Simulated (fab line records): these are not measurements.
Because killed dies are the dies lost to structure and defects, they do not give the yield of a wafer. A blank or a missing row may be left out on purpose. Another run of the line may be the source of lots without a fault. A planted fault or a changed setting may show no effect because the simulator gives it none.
fab line records	flow gf180mcu
record: lots: 6	wafers: 18	last_day: 34
route steps=602 shown V4@498 MIM@503
lots that met no fault: from a run of the same line without faults
start_h: the number of hours between the record's first day and the start of the first shown wafer of the lot	wait_h: hours since the lot's step before	" identical to the entry in the row above	L1.1+2: one row covering several wafers at once	- value missing, or start not given	* or withheld: withheld	< > ~ a bound
route shown NAME@n: names a module that has steps shown in the file, with the first one's number in the route	usual: average and standard deviation across the fault-free wafers	same: alike in all rows	chamber/n: place in a boat	sites: each site's reading	_std_site: their standard deviation	_edge_site: outer sites' mean less inner sites'	radius_mm: how far each site lies from the wafer's centre	mask NAME#n: copy n	behind: the tool/chamber that last shaped the wafer	hold: the reason the lot was held/the length of the hold in hours/how it ended	device: whichever transistor did not switch (one of n, p or np)	end of line: the tests these same wafers got at the end of their route	a step given without rows: its recipe and nothing more	killed: not the wafer's yield, but the dies lost to structure and defects at the first sort	map: per-die view of a wafer (x killed, . not killed, _ where there is no die)
set.NAME: setting as actually run; set.NAME@STEP: the setting as run at that earlier step	model.NAME: the simulator's own value behind a step, which no gauge read
lots at some steps of the route; a table a step, a row a wafer
services: the hour from which a tool's chamber was out of use, counted from the record's first day as start_h (under 0 if before that day), plus the number of hours and why
== steps ==
step: GF_V4_SPUTTER_22
recipe: material: TiN	target_thk_nm: 10	chamber_pressure_pa: 5	power_w: 3938	time_s: 40
usual: cathode_dc_power_W: 3938.0/0.67	chamber_pressure_pa: 4.999/0.011	throttle_valve_pct: 30.1/1
lot.wafer	tool	chamber	start_h	wait_h	cathode_dc_power_W	chamber_pressure_pa	throttle_valve_pct
L252.1	pvd_sputter-03	-	557.86	0.0	3938.6	4.987	32.0
L252.2	"	-	"	"	3937.7	5.002	28.5
L252.3	"	-	"	"	3938.5	5.001	30.4
L259.1	pvd_sputter-04	-	626.77	0.0	3939.0	4.994	29.1
L259.2	"	-	"	"	3938.0	4.988	28.9
L259.4	"	-	"	"	3938.4	5.002	29.6
L264.2	pvd_sputter-02	-	658.92	0.0	3937.9	5.010	29.6
L264.3	"	-	"	"	3937.1	4.997	31.1
L264.5	"	-	"	"	3938.0	4.998	29.5
L265.3	pvd_sputter-02	-	665.93	0.0	3937.4	4.989	31.4
L265.5	"	-	"	"	3939.5	5.006	29.6
L265.6	"	-	"	"	3937.7	4.998	29.4
L266.1	pvd_sputter-03	-	675.28	0.0	3939.3	4.989	31.4
L266.4	"	-	"	"	3937.4	4.998	28.7
L266.6	"	-	"	"	3938.4	4.996	31.6
L275.2	pvd_sputter-03	-	730.92	0.0	3937.9	4.995	31.6
L275.3	"	-	"	"	3937.1	5.001	29.8
L275.4	"	-	"	"	3938.3	4.994	28.9
step: GF_V4_CVD_23
recipe: material: W	target_thk_nm: 350	time_s: 104.9	temp_c: 400	pressure_torr: 40
step: GF_V4_RS_MEAS_24
recipe: thk_meas_gauge: four-point-probe	reads: W_of_V4_CVD_23+TiN_of_V4_SPUTTER_22+Ti_of_V4_SPUTTER_21
usual: V4_W_RS: 0.325/0.0038
lot.wafer	tool	chamber	start_h	wait_h	V4_W_RS[ohm/sq]
L252.1	film_metro-02	-	558.01	0.1	0.324
L252.2	"	-	"	"	0.323
L252.3	"	-	"	"	0.322
L259.1	film_metro-02	-	626.92	0.1	0.328
L259.2	"	-	"	"	0.321
L259.4	"	-	"	"	0.324
L264.2	film_metro-01	-	659.09	0.1	0.318
L264.3	"	-	"	"	0.318
L264.5	"	-	"	"	0.323
L265.3	film_metro-02	-	666.13	0.1	0.325
L265.5	"	-	"	"	0.318
L265.6	"	-	"	"	0.327
L266.1	film_metro-01	-	675.44	0.1	0.330
L266.4	"	-	"	"	0.326
L266.6	"	-	"	"	0.330
L275.2	film_metro-03	-	731.09	0.1	0.323
L275.3	"	-	"	"	0.322
L275.4	"	-	"	"	0.326
step: GF_V4_THK_MEAS_25
recipe: thk_meas_gauge: xrf	reads: W_of_V4_CVD_23
usual: V4_W_THK: 363/4.5
lot.wafer	tool	chamber	start_h	wait_h	V4_W_THK[nm]
L252.1	film_metro-02	-	558.13	0.1	366
L252.2	"	-	"	"	368
L252.3	"	-	"	"	366
L259.1	film_metro-02	-	627.04	0.1	359
L259.2	"	-	"	"	368
L259.4	"	-	"	"	364
L264.2	film_metro-01	-	659.20	0.1	374
L264.3	"	-	"	"	374
L264.5	"	-	"	"	366
L265.3	film_metro-02	-	666.23	0.1	359
L265.5	"	-	"	"	368
L265.6	"	-	"	"	359
L266.1	film_metro-01	-	675.56	0.1	357
L266.4	"	-	"	"	361
L266.6	"	-	"	"	356
L275.2	film_metro-03	-	731.20	0.1	363
L275.3	"	-	"	"	365
L275.4	"	-	"	"	361
step: GF_V4_CMP_26
recipe: stop_on: SiO2	down_force_psi: 3.5	platen_rpm: 60	t_overpolish_s: 15	target_thk_nm: 0	pad_velocity_m_s: 0.94248
usual: motor_current_A: 11.0/1.1	overpolish_run_s: 14.999/0.0082	time_to_endpoint_s: 85/3.4
lot.wafer	tool	chamber	start_h	wait_h	motor_current_A	overpolish_run_s	time_to_endpoint_s
L252.1	cmp-01	0	558.24	0.1	9.6	14.987	88
L252.3	"	1	"	"	11.5	15.018	85
L252.2	"	2	"	"	10.3	15.009	87
L259.2	cmp-01	0	627.10	0.0	9.7	14.993	85
L259.4	"	1	"	"	12.1	15.001	81
L259.1	"	2	"	"	11.3	14.992	80
L264.2	cmp-02	2	659.25	0.0	12.5	15.005	86
L264.3	"	0	"	"	12.0	15.002	85
L264.5	"	3	"	"	9.9	14.986	88
L265.3	cmp-01	3	666.37	0.1	10.4	15.005	82
L265.5	"	1	"	"	12.2	14.991	82
L265.6	"	2	"	"	10.4	15.001	83
L266.1	cmp-01	2	675.62	0.1	10.7	15.003	83
L266.4	"	1	"	"	11.6	15.002	84
L266.6	"	2	"	"	11.0	14.994	84
L275.4	cmp-01	1	731.25	0.0	11.5	14.997	86
L275.2	"	3	"	"	10.3	14.991	82
L275.3	"	0	"	"	10.1	15.014	92
step: GF_MIM_SPUTTER_00
recipe: material: Ti	target_thk_nm: 37.5	arriving_ion_energy_ev: 80	substrate_temp_c: 200	chamber_pressure_pa: 2	power_w: 4000	time_s: 150
usual: cathode_dc_power_W: 3999.9/0.78	chamber_pressure_pa: 2.000/0.0042	throttle_valve_pct: 29.7/1.1
lot.wafer	tool	chamber	start_h	wait_h	cathode_dc_power_W	chamber_pressure_pa	throttle_valve_pct
L252.1	pvd_sputter-04	-	558.49	0.2	4000.1	2.004	31.8
L252.2	"	-	"	"	3999.6	1.991	28.7
L252.3	"	-	"	"	4000.3	2.003	29.4
L259.1	pvd_sputter-03	-	627.40	0.1	3999.9	2.000	28.9
L259.2	"	-	"	"	3999.0	1.995	31.8
L259.4	"	-	"	"	3999.7	2.000	30.3
L264.2	pvd_sputter-03	-	659.55	0.2	4000.5	1.999	30.3
L264.3	"	-	"	"	4000.9	1.997	28.8
L264.5	"	-	"	"	3999.2	2.005	28.8
L265.3	pvd_sputter-04	-	666.57	0.1	3999.1	2.001	28.8
L265.5	"	-	"	"	3997.9	1.992	31.9
L265.6	"	-	"	"	3999.8	1.997	29.0
L266.1	pvd_sputter-04	-	675.92	0.2	3999.6	1.997	29.2
L266.4	"	-	"	"	4000.2	1.994	29.4
L266.6	"	-	"	"	4000.0	1.996	28.7
L275.2	pvd_sputter-01	-	731.55	0.1	3999.3	2.007	29.9
L275.3	"	-	"	"	4000.9	2.000	28.3
L275.4	"	-	"	"	4000.3	2.002	29.6
step: GF_MIM_SPUTTER_01
recipe: material: TiN	target_thk_nm: 30	power_w: 6500	time_s: 25	chamber_pressure_pa: 0.4
step: GF_MIM_SPUTTER_02
recipe: material: AlCu	target_thk_nm: 450	power_w: 10600	time_s: 23.9	chamber_pressure_pa: 0.4
usual: cathode_dc_power_W: 10600/1.8	chamber_pressure_pa: 0.3998/0.00082	throttle_valve_pct: 29.7/1.1
lot.wafer	tool	chamber	start_h	wait_h	cathode_dc_power_W	chamber_pressure_pa	throttle_valve_pct
L252.1	pvd_sputter-04	-	558.63	0.0	10599	0.3998	32.1
L252.2	"	-	"	"	10597	0.4004	28.8
L252.3	"	-	"	"	10600	0.4004	29.2
L259.1	pvd_sputter-03	-	627.53	0.0	10600	0.4000	28.8
L259.2	"	-	"	"	10600	0.3993	31.5
L259.4	"	-	"	"	10601	0.4009	30.2
L264.2	pvd_sputter-03	-	659.68	0.0	10602	0.4002	30.5
L264.3	"	-	"	"	10603	0.3995	28.7
L264.5	"	-	"	"	10601	0.3994	28.6
L265.3	pvd_sputter-04	-	666.70	0.0	10600	0.3986	29.0
L265.5	"	-	"	"	10606	0.4013	31.9
L265.6	"	-	"	"	10598	0.3992	28.9
L266.1	pvd_sputter-04	-	676.05	0.0	10601	0.3997	29.5
L266.4	"	-	"	"	10600	0.3999	29.4
L266.6	"	-	"	"	10598	0.4008	28.7
L275.2	pvd_sputter-01	-	731.68	0.0	10600	0.3995	29.8
L275.3	"	-	"	"	10600	0.3985	28.3
L275.4	"	-	"	"	10601	0.4000	29.7
step: GF_MIM_SPUTTER_03
recipe: material: Ti	target_thk_nm: 10	substrate_temp_c: 300	chamber_pressure_pa: 0.3	power_w: 3000	time_s: 6.7
usual: cathode_dc_power_W: 3000.0/0.54	chamber_pressure_pa: 0.3000/0.00059	throttle_valve_pct: 29.7/1.1
lot.wafer	tool	chamber	start_h	wait_h	cathode_dc_power_W	chamber_pressure_pa	throttle_valve_pct
L252.1	pvd_sputter-04	-	558.66	0.0	2999.7	0.3011	31.7
L252.2	"	-	"	"	3000.3	0.3008	29.1
L252.3	"	-	"	"	3000.7	0.3000	29.3
L259.1	pvd_sputter-03	-	627.56	0.0	3000.6	0.2999	28.6
L259.2	"	-	"	"	3000.3	0.3009	31.6
L259.4	"	-	"	"	3000.5	0.3001	30.2
L264.2	pvd_sputter-03	-	659.71	0.0	3000.0	0.3009	30.3
L264.3	"	-	"	"	2998.9	0.2995	28.7
L264.5	"	-	"	"	3000.0	0.3001	28.9
L265.3	pvd_sputter-04	-	666.73	0.0	2999.9	0.2995	29.2
L265.5	"	-	"	"	3001.2	0.2991	31.8
L265.6	"	-	"	"	3000.0	0.3006	29.0
L266.1	pvd_sputter-04	-	676.08	0.0	3000.6	0.2984	29.3
L266.4	"	-	"	"	2998.8	0.2998	29.5
L266.6	"	-	"	"	2999.5	0.2987	28.7
L275.2	pvd_sputter-01	-	731.71	0.0	2999.4	0.3001	29.8
L275.3	"	-	"	"	2999.5	0.3008	28.5
L275.4	"	-	"	"	3000.0	0.2999	30.0
step: GF_MIM_SPUTTER_04
recipe: material: TiN	target_thk_nm: 50	power_w: 6500	time_s: 41.7	chamber_pressure_pa: 0.4
step: GF_MIM_CVD_05
recipe: material: Si3N4	target_thk_nm: 42	temp_max_c: 400	temp_c: 385	time_s: 29.086	rf_w: 450
step: GF_MIM_THK_MEAS_06
recipe: reads: Si3N4_of_MIM_CVD_05
usual: MIM_CVD_05_THK: 41.9/0.52
lot.wafer	tool	chamber	start_h	wait_h	MIM_CVD_05_THK[nm]
L252.1	film_metro-04	-	558.75	0.0	41.8
L252.2	"	-	"	"	41.6
L252.3	"	-	"	"	41.1
L259.1	film_metro-01	-	627.66	0.0	41.7
L259.2	"	-	"	"	41.7
L259.4	"	-	"	"	42.2
L264.2	film_metro-04	-	659.81	0.0	42.3
L264.3	"	-	"	"	41.5
L264.5	"	-	"	"	41.8
L265.3	film_metro-01	-	666.84	0.0	41.4
L265.5	"	-	"	"	42.0
L265.6	"	-	"	"	42.0
L266.1	film_metro-01	-	676.17	0.0	41.1
L266.4	"	-	"	"	42.4
L266.6	"	-	"	"	42.2
L275.2	film_metro-04	-	731.81	0.0	41.9
L275.3	"	-	"	"	41.8
L275.4	"	-	"	"	42.7
step: GF_MIM_SPUTTER_07
recipe: material: TiN	target_thk_nm: 60	power_w: 6500	time_s: 50	chamber_pressure_pa: 0.4088
usual: cathode_dc_power_W: 6500.0/1.3	chamber_pressure_pa: 0.4088/0.00087	throttle_valve_pct: 29.8/1.1
lot.wafer	tool	chamber	start_h	wait_h	cathode_dc_power_W	chamber_pressure_pa	throttle_valve_pct
L252.1	pvd_sputter-03	-	558.81	0.1	6500.6	0.4102	30.3
L252.2	"	-	"	"	6499.3	0.4080	31.7
L252.3	"	-	"	"	6499.6	0.4084	29.8
L259.1	pvd_sputter-04	-	627.72	0.1	6499.1	0.4082	28.9
L259.2	"	-	"	"	6499.6	0.4095	29.3
L259.4	"	-	"	"	6500.3	0.4090	29.7
L264.2	pvd_sputter-04	-	659.86	0.0	6500.5	0.4084	29.0
L264.3	"	-	"	"	6500.8	0.4087	31.9
L264.5	"	-	"	"	6499.0	0.4079	28.8
L265.3	pvd_sputter-01	-	666.88	0.0	-	-	-
L265.5	"	-	"	"	-	-	-
L265.6	"	-	"	"	-	-	-
L266.1	pvd_sputter-03	-	676.23	0.1	-	-	-
L266.4	"	-	"	"	-	-	-
L266.6	"	-	"	"	-	-	-
L275.2	pvd_sputter-03	-	731.86	0.0	6500.5	0.4076	28.9
L275.3	"	-	"	"	6499.3	0.4090	31.7
L275.4	"	-	"	"	6500.0	0.4086	30.3
step: GF_MIM_SPUTTER_08
recipe: material: AlCu	target_thk_nm: 200	power_w: 10600	time_s: 10.6	chamber_pressure_pa: 0.4
step: GF_MIM_SPUTTER_09
recipe: material: TiN	target_thk_nm: 35	power_w: 6500	time_s: 29.2	chamber_pressure_pa: 0.4
step: GF_MIM_DEHYDRATE_12
recipe: temp_c: 200	time_s: 60
step: GF_MIM_HMDS_13
recipe: prime_time_s: 60	prime_temp_c: 120
step: GF_MIM_COAT_14
recipe: resist: NOVOLAK	spin_rpm: 3000	resist_thk_nm: 1000
step: GF_MIM_SOFTBAKE_15
recipe: temp_c: 90	time_s: 60	resist: NOVOLAK
step: GF_MIM_EXPOSE_16
recipe: mask_id: FuseTop	target_cd_nm: 2000	na: 0.6	source_shape: conventional	sigma_outer: 0.6	dose_mj: 140
step: GF_MIM_PEB_17
recipe: temp_c: withheld	time_s: *	resist: NOVOLAK
step: GF_MIM_DEVELOP_18
recipe: develop_time_s: 60	dev_temp_c: 23
step: GF_MIM_METAL_ETCH_19
recipe: chemistry: Cl2/BCl3	mask_material: NOVOLAK	stop_on: Si3N4	target_depth_nm: 324.5	pressure_mtorr: 8	icp_w: 800	bias_w: 140	Cl2_flow_sccm: 80	bcl3_flow_sccm: 40	time_s: 54.1
usual: drypump_motor_current_A: 5.8/0.44	oes_product_au: 0.940/0.0067	throttle_valve_pct: 28.285/0.011
lot.wafer	tool	chamber	start_h	wait_h	drypump_motor_current_A	oes_product_au	rf_hours_counter_h	throttle_valve_pct
L252.1	rie_metal-02	1	581.15	0.1	5.4	0.938	0.5	28.258
L252.2	"	0	"	"	6.1	0.942	3.1	28.285
L252.3	"	1	"	"	5.4	0.944	-	28.270
L259.1	rie_metal-02	0	647.45	0.1	6.1	0.932	5.5	28.294
L259.2	"	1	"	"	5.4	0.927	2.9	28.295
L259.4	"	1	"	"	5.4	0.934	-	28.293
L264.2	rie_metal-01	0	679.09	0.1	5.7	0.942	10.1	28.286
L264.3	"	0	"	"	5.7	0.944	-	28.295
L264.5	"	0	"	"	5.7	0.940	-	28.301
L265.3	rie_metal-03	1	685.47	0.1	5.4	0.980	-	28.254
L265.5	"	0	"	"	6.7	0.982	-	28.225
L265.6	"	1	"	"	5.4	0.973	-	28.229
L266.1	rie_metal-03	1	695.10	0.1	5.4	0.983	7.5	28.241
L266.4	"	0	"	"	6.7	0.980	-	28.235
L266.6	"	0	"	"	6.7	0.997	-	28.229
L275.2	rie_metal-01	0	748.64	0.1	5.7	0.926	13.1	28.285
L275.3	"	1	"	"	5.8	0.944	-	28.291
L275.4	"	0	"	"	5.7	0.935	-	28.296
step: GF_MIM_STRIP_20
recipe: chemistry: O2/N2	power_w: 1400	pressure_mtorr: 1500	platen_temp_c: 250	o2_flow_sccm: 3000	n2_flow_sccm: 300	overash_fraction: 0.5
== services ==
tool	chamber	start_h	hours	kind
rie_metal-01	-	535.48	3.0	repair
rie_metal-03	1	536.29	6.4	repair
cmp-01	-	572.00	4.0	pm
cmp-01	-	578.91	6.1	repair
cmp-01	-	604.98	3.6	pm
cmp-02	-	617.42	1.7	repair
pvd_sputter-02	-	623.42	0.7	repair
cmp-02	-	629.26	4.4	pm
rie_metal-01	1	631.94	7.4	repair
cmp-02	-	646.84	2.4	repair
cmp-02	-	649.94	2.2	repair
pvd_sputter-02	-	654.66	1.7	repair
rie_metal-03	-	664.63	1.0	repair
cmp-02	-	669.56	4.5	repair
rie_metal-02	-	670.71	0.3	repair
rie_metal-03	-	685.23	0.1	repair
pvd_sputter-03	2	695.11	-	consumable_replace:kit
pvd_sputter-03	2	695.11	18.0	scheduled_down
cmp-02	-	711.64	3.3	pm
rie_metal-02	-	713.89	2.8	pm
pvd_sputter-02	-	723.93	13.8	repair
pvd_sputter-04	-	737.40	2.3	repair
pvd_sputter-04	-	741.48	1.1	repair
cmp-02	-	744.00	4.0	pm
== key ==
first_sign: step: GF_MIM_SPUTTER_07	reading: tool_record	direction: missing
effect: step: GF_MIM_METAL_ETCH_19	reading: oes_product_au	direction: up	sigmas: 6.4	usual: 0.940	struck: 0.982
met_at GF_MIM_SPUTTER_07
struck_wafers L265.3,L265.5,L265.6,L266.1,L266.4,L266.6
later_rows_left_out L265.3,L265.5,L265.6,L266.1,L266.4,L266.6
sort_left_out L265.3,L265.5,L265.6,L266.1,L266.4,L266.6
onset_between 558.81 666.88
fault: kind: skipped_step_whole	tool: pvd_sputter-01,pvd_sputter-03	chamber: -	onset_h: 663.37	steps: GF_MIM_SPUTTER_07	scope: struck_lots_only
sort_left_out: the simulated sort isn't trusted on such a fault, so these wafers' sort isn't shown, and their yield isn't known
later_rows_left_out: the simulator's readings of these wafers behind a module that went badly wrong aren't trusted and aren't shown, but for the sort
